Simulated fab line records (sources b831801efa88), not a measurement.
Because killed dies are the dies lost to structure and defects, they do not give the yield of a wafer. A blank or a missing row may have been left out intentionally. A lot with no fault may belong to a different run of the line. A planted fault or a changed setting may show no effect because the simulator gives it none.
Which tool is to blame? :: flow sky130 :: 7 lots, 21 wafers sampled, at 1 step of a route of 708

## WHAT THE GAUGES SHOWED, per wafer
SKY_CAPM_OVL_MEAS_12.
lot: L242
measured: day 37 11:28
on: overlay-02
CAPM_OVL (nm): 0.7 1.6 0.2

lot: L246
measured: day 40 02:24
on: overlay-02
CAPM_OVL (nm): -1.2 1.3 1.1

lot: L248
measured: day 40 03:21
on: overlay-01
CAPM_OVL (nm): -3.3 -0.3 -0.5

lot: L253
measured: day 40 23:54
on: overlay-01
CAPM_OVL (nm): -3.3 -1.6 -0.7

lot: L254
measured: day 41 06:58
on: overlay-01
CAPM_OVL (nm): -1.4 -0.8 0.8

lot: L260
measured: day 43 15:19
on: overlay-01
CAPM_OVL (nm): -2.6 -1.5 -2.7

lot: L262
measured: day 44 06:43
on: overlay-01
CAPM_OVL (nm): -1.5 -1.9 -1.7

## WHAT TOOL EACH LOT RAN ON (gives the tool, then ch and the chambers of the sampled wafers, and finally the start)
The record holds no process step before these readings.

## THE ANSWER, worked out from the rows above alone
Rule: what is usual is taken from the lots themselves. The widest of any qualifying gaps counts: lots, ordered by their means at a reading, are off when they make up no more than a third of the lots, leave a main group of 4 or more, and stand apart from it by 3 or more times the standard deviation of that group's means. A main group whose means are all the same, to the digits that the tables above print for the reading, isn't used. Also off: a lot with no number at a reading for which 4 or more lots have one. Where the step has rows for the other lots, those lots are counted as sound.
No lot is off on any of the readings shown, so nothing can be concluded from this.

## WHAT HAD BEEN PUT IN BY THE SIMULATOR
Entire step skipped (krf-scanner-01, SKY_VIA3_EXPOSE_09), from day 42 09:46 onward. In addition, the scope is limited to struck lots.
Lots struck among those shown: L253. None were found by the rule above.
